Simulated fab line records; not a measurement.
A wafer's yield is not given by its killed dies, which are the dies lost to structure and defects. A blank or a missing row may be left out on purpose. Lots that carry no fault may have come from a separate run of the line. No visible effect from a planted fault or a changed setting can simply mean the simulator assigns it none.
Which tool was responsible?    flow sky130    14 lots, 42 wafers sampled, at 2 steps of a route of 708

## WHAT THE GAUGES SHOWED, per wafer
The record lacks any reading of a measuring or inspecting step that a usual standard deviation could be used to judge.

## TOOL THAT RAN EACH LOT (tool first, then ch and the chambers of the sampled wafers, then the start)
lot   SKY_METAL1_SPUTTER_04         SKY_PAD_OPEN_PROBE_99
L535  pvd sputter-01, day 31 19:02  -
L536  pvd sputter-01, day 32 00:01  -
L537  pvd sputter-01, day 32 08:02  -
L538  pvd sputter-02, day 32 13:33  -
L540  pvd sputter-02, day 34 01:11  -
L542  pvd sputter-02, day 34 18:02  -
L543  pvd sputter-02, day 34 22:34  -
L546  pvd sputter-02, day 35 15:26  -
L547  pvd sputter-03, day 36 00:57  -
L548  pvd sputter-03, day 36 03:53  -
L550  pvd sputter-02, day 36 13:59  prober-01, day 49 11:29
L554  pvd sputter-01, day 37 20:54  -
L555  pvd sputter-01, day 38 14:31  -
L558  pvd sputter-02, day 39 00:38  -
- SKY_METAL1_SPUTTER_04: material TiN, target thk 70 nm, time 58.3 s.
- SKY_PAD_OPEN_PROBE_99

## AS READ BY THE TOOLS THEMSELVES (means over the sampled wafers that have a number; for cases with no such wafer, the mark the record gives instead)
SKY_METAL1_SPUTTER_04. Usual: chamber pressure pa 0.4001 Pa, standard deviation 0.00091; throttle valve pct 29.8 %, standard deviation 0.75.
lot   tool            chamber pressure pa (Pa)  throttle valve pct (%)  flag
L535  pvd sputter-01  0.4017                    29.0                    
L536  pvd sputter-01  0.4003                    29.3                    
L537  pvd sputter-01  0.4001                    29.5                    
L538  pvd sputter-02  0.4006                    30.4                    
L540  pvd sputter-02  0.4005                    29.6                    
L542  pvd sputter-02  0.3999                    29.5                    
L543  pvd sputter-02  0.3997                    30.2                    
L546  pvd sputter-02  0.3755                    30.6                    OFF
L547  pvd sputter-03  0.3985                    29.3                    
L548  pvd sputter-03  0.4017                    29.3                    
L550  pvd sputter-02  0.3753                    31.5                    OFF
L554  pvd sputter-01  0.3998                    29.1                    
L555  pvd sputter-01  0.3999                    29.1                    
L558  pvd sputter-02  0.3997                    30.7                    

SKY_PAD_OPEN_PROBE_99. Usual: defect limited yield 82.7 %, standard deviation 1.9; killed_at_M0_to_M3 43, standard deviation 6.8; killed_at_M4_up 3.0, standard deviation 1.8; killed at contacts 23, standard deviation 5.4; killed at front end 15, standard deviation 4.4; killed at other 0.3, standard deviation 0.51; killed dies 85, standard deviation 9.2; killed open 47, standard deviation 6.8; killed short 39, standard deviation 6.8; sort_bin_3_pad_short 0.8 %, standard deviation 0.43; sort_bin_5_function 10.3 %, standard deviation 1.5; sort_bin_6_memory 6.2 %, standard deviation 0.96; sort n pass 407, standard deviation 9.2; sort yield pct 82.7 %, standard deviation 1.9.
lot   tool       defect limited yield (%)  killed_at_M0_to_M3  killed_at_M4_up  killed at contacts  killed at front end  killed at other  killed dies  killed open  killed short  sort_bin_3_pad_short (%)  sort_bin_5_function (%)  sort_bin_6_memory (%)  sort n pass  sort yield pct (%)  flag
L550  prober-01  82.1                      43                  2.0              20                  23                   0.0              88           47           41            1.0                       9.8                      7.1                    404          82.1                

## THE ANSWER, worked out from the rows above alone
Rule: a lot counts as off when the mean over its wafers that have a number is more than 3 standard deviations away from the usual mean. A lot without any number at a reading at which 4 lots or more have one is off too. All remaining lots with rows at the step are treated as sound. First the gauges in route order, then the tools' own readings, where a lot's mean is used as printed above. The first step at which some lot is off is used, and at that step the reading that is off furthest; a lot without a number counts as furthest.
Off: L546, L550 (SKY_METAL1_SPUTTER_04, chamber pressure pa).
A tool fits if, at that step or a process step before it, it ran every lot that is off, and no sound lot after the first of them. Not one of the candidates tried fits.

## WHAT WAS PUT IN BY THE SIMULATOR
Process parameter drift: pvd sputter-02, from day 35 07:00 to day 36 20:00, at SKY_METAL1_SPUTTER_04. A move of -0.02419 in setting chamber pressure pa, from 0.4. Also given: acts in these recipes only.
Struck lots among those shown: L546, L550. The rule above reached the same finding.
